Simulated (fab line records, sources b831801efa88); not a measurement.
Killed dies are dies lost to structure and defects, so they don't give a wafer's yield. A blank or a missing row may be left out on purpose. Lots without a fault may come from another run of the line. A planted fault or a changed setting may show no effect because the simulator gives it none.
A struck lot beside a sound one | flow sky130 | 16 steps out of a route of 708
Sound: wafers L546.1, L546.3, L546.5. Struck: wafers L541.4, L541.6. (L541.2 of the same lot was not struck and is left out.) The cause comes at the end.
At each step with rows: each side's tool, then ch and its chambers, then its first start. Under that, the readings that differ: sound wafers | struck wafers | difference of the means | sigmas: that difference in standard deviations of wafers without a fault.
alike: readings whose means differ by less than 2 such deviations, and words and numbers that are the same on both sides. not compared: withheld readings, readings that some wafer has no value for, bounds like >300 that may hide the same value, and numbers for which the record gives no deviation and whose values overlap.
The two part at a step that has a row with sigmas, a row that says differs or no value, or rows on one side only. Numbers that don't overlap but have no deviation are shown without sigmas and don't part them. A reading that every wafer of one side lacks parts them only if that side has two wafers or more.

SKY_SD_N_OVL_MEAS_08:
  sound on overlay-01, day 33 16:21; struck on overlay-02, day 32 00:23
  alike: SD_N_OVL
then, 2 steps without rows for these wafers: SKY_SD_N_IMPLANT_09; SKY_SD_N_IMPLANT_10.
SKY_SD_N_STRIP_11: strips in O2/N2.
  sound on plasma_asher-03 ch 0, day 33 16:41; struck on plasma_asher-04 ch 0,1, day 32 00:43
  alike: drypump_motor_current_A, oes_product_au, strip_time_to_endpoint_s
  not compared: rf_hours_counter_h
SKY_SD_N_TW_MEAS_12:
  sound on film_metro-01, day 33 16:47; struck on film_metro-01, day 32 00:49
  alike: SD_N_TW
then, 1 step without rows for these wafers: SKY_SD_N_CLEAN_13 (cleans in SC1/SC2, time 150 s).
SKY_SD_N_RTA_14: time 2 s.
  sound on rtp_anneal-01 ch 0, day 33 16:53; struck on rtp_anneal-01 ch 0, day 32 00:56
  alike: lamp_power_pct, wafer_temp_C_max
SKY_SD_N_RS_MEAS_16: measures by four-point-probe.
  sound on film_metro-02, day 33 17:04; struck on film_metro-04, day 32 01:07
  alike: SD_N_RS
SKY_SD_N_RS_MEAS_17: measures by four-point-probe.
  sound on film_metro-02, day 33 17:11; struck on film_metro-04, day 32 01:14
  alike: SD_P_RS
SKY_SD_N_RS_MEAS_18: measures by four-point-probe.
  sound on film_metro-02, day 33 17:19; struck on film_metro-04, day 32 01:21
  reading               | sound             | struck      | difference | sigmas
  RES_XHIGH_RS (ohm/sq) | 331.6 331.4 330.8 | 335.0 333.7 | +3.1       | +3
then, 1 step without rows for these wafers: SKY_SALICIDE_CLEAN_00 (cleans in HF-last, time 30 s).
SKY_LI_CONTACT_HDPCVD_00: deposits PSG, target thk 930 nm, time 155 s.
  sound on hdpcvd-02 ch 0,1,2, day 33 17:26; struck on hdpcvd-01 ch 0,2, day 32 01:28
  reading                                       | sound             | struck    | difference | sigmas
  model.PSG_of_LI_CONTACT_HDPCVD_00.thk_nm (nm) | 918.3 913.7 921.4 | 1802 1803 | +885       |
SKY_LI_CONTACT_THK_MEAS_01:
  sound on film_metro-01, day 33 17:33; struck on film_metro-01, day 32 01:35
  reading                    | sound       | struck    | difference | sigmas
  LI_CONTACT_HDPCVD_THK (nm) | 918 914 922 | 1802 1801 | +884       | +88
SKY_LI_CONTACT_CMP_02: polishes PSG.
  sound on cmp-01 ch 0,2,3, day 33 17:40; struck on cmp-01 ch 2, day 32 01:53
  reading                | sound    | struck  | difference | sigmas
  time_to_endpoint_s (s) | 27 30 28 | 112 114 | +85        | +21
  alike: motor_current_A
SKY_LI_CONTACT_BOW_MEAS_03:
  sound on film_metro-04, day 33 17:55; struck on film_metro-04, day 32 02:12
  alike: LI_CONTACT_BOW
SKY_PAD_OPEN_PROBE_99:
  the record has rows for the sound wafers here (prober-02, day 50 00:26) and none for the struck ones

WHERE THEY PART
First at SKY_SD_N_RS_MEAS_18; last, within this record, at SKY_PAD_OPEN_PROBE_99.

WHY: what the simulator had put in
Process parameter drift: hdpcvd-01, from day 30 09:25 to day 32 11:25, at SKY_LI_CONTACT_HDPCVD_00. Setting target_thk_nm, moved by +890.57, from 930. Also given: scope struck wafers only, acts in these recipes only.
